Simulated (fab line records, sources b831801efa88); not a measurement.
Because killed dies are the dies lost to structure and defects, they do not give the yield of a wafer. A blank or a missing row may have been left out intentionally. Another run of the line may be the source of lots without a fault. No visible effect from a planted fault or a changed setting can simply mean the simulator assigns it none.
Comparing a struck lot with a sound one || flow gf180mcu || 20 steps out of a route of 602
Sound: these wafers, L210.1, L210.2, L210.3. Struck: wafers L221.1, L221.3 (left out: L221.2, a lot-mate that was not struck); the cause follows at the end.
At each step with rows: each side's tool, then ch and its chambers, then its first start. Under that, the readings that differ: sound wafers || struck wafers || difference of the means || sigmas: that difference in standard deviations of wafers without a fault.
alike: same words and numbers on both sides, and readings whose means sit less than 2 such deviations apart. not compared: any withheld reading, any reading some wafer has no value for, any bound like >300 that may hide the same value, and any number with overlapping values for which the record gives no deviation.
The two part at a step that has a row with sigmas, a row that says differs or no value, or rows on one side only. Non-overlapping numbers with no deviation appear without sigmas and do not part them. A reading missing from all wafers of one side parts the sides only when that side holds two or more wafers.

GF_TOP_METAL_CD_MEAS_14: target cd 440 nm.
  sound: cdSem-01 at day 27 23:18; struck: cdSem-01 at day 31 20:08
  alike: cdNm
GF_TOP_METAL_OVL_MEAS_15:
  sound: overlay-01 at day 27 23:25; struck: overlay-02 at day 31 20:15
  alike: TOP_METAL_OVL
GF_TOP_METAL_METAL_ETCH_16: etches the open film in Cl2/BCl3, stops on SiO2, target depth 1197 nm, time 199.5 s.
  sound on rieMetal-02 ch 0,1, day 27 23:28; struck on rieMetal-04 ch 0,1, day 31 20:17
  alike: bcl3FlowSccm, drypumpMotorCurrentA, oesProductAu, throttleValvePct
  not compared: rfHoursCounterH
GF_TOP_METAL_STRIP_17: strips in O2/N2.
  sound on plasmaAsher-02 ch 0,1, day 27 23:39; struck on plasmaAsher-02 ch 0, day 31 20:29
  alike: drypumpMotorCurrentA, heaterPowerW, oesProductAu, stripTimeToEndpointS
  not compared: rfHoursCounterH
then, 2 steps without rows for these wafers: GF_TOP_METAL_STRIP_18 (strips in post etch residue remover, time 1200 s); GF_TOP_METAL_CLEAN_19 (cleans in DIW).
GF_PASSIVATION_CVD_00: deposits SiO2 from TEOS, target thk 1000 nm, time 111.95 s.
  sound on pecvd-03 ch 0,1,2, day 28 00:11; struck on pecvd-03 ch 0,2, day 31 21:03
  alike: heaterPowerW
GF_PASSIVATION_THK_MEAS_01:
  sound: filmMetro-02 at day 28 00:16; struck: filmMetro-04 at day 31 21:08
  alike: PASSIVATION_CVD_00_THK
GF_PASSIVATION_CVD_02: deposits Si3N4, target thk 700 nm, time 486.18 s.
  sound on pecvd-02 ch 0,1,2, day 28 00:19; struck on pecvd-02 ch 0,1, day 31 21:11
  alike: heaterPowerW
GF_PASSIVATION_THK_MEAS_03:
  sound: filmMetro-02 at day 28 00:37; struck: filmMetro-04 at day 31 21:28
  alike: PASSIVATION_CVD_02_THK
then, 2 steps without rows for these wafers: GF_PASSIVATION_DEHYDRATE_04 (time 60 s); GF_PASSIVATION_HMDS_05 (prime time 60 s).
GF_PASSIVATION_COAT_06: resist thk 4000 nm.
  sound on lithoTrack-04 ch 0, day 28 09:37; struck on lithoTrack-01 ch 0, day 32 05:29
{"reading": "model.coat_of_PASSIVATION_COAT_06.thkNm (nm)", "sound": "4003 3999 4009", "struck": "3936 3936", "difference": -68, "sigmas": ""}
  alike: exhaustPa
then, 4 steps without rows for these wafers: GF_PASSIVATION_SOFTBAKE_07; GF_PASSIVATION_EXPOSE_08 (exposes mask Pad, target cd 40000 nm); GF_PASSIVATION_PEB_09; GF_PASSIVATION_DEVELOP_10 (develop time 60 s).
GF_PASSIVATION_ETCH_11: etches the open film in CF4/O2, stops on TiN, target depth 2040 nm, time 453.3 s.
  sound on rieDiel-01 ch 1,2,3, day 28 19:04; struck on rieDiel-01 ch 0,1, day 32 13:50
{"reading": "model.coat_of_PASSIVATION_COAT_06.thkNm (nm)", "sound": "2653 2659 2656", "struck": "2601 2610", "difference": -50, "sigmas": ""}
  alike: drypumpMotorCurrentA, oesProductAu, throttleValvePct
  not compared: rfHoursCounterH
GF_PASSIVATION_STRIP_12: strips in O2/N2.
  sound on plasmaAsher-03 ch 0,1, day 28 19:20; struck on plasmaAsher-04 ch 0,1, day 32 14:06
{"reading": "stripTimeToEndpointS (s)", "sound": "33.07 33.15 33.09", "struck": "32.50 32.59", "difference": -0.56, "sigmas": -2}
  alike: drypumpMotorCurrentA, heaterPowerW, oesProductAu
  not compared: rfHoursCounterH
GF_PASSIVATION_PROBE_99:
  rows exist in the record for the struck wafers here (prober-02, day 32 15:49), but not for the sound ones

== WHERE THEY PART ==
At GF_PASSIVATION_STRIP_12 first; at GF_PASSIVATION_PROBE_99 last (within this record only).

WHY: whatever the simulator had introduced
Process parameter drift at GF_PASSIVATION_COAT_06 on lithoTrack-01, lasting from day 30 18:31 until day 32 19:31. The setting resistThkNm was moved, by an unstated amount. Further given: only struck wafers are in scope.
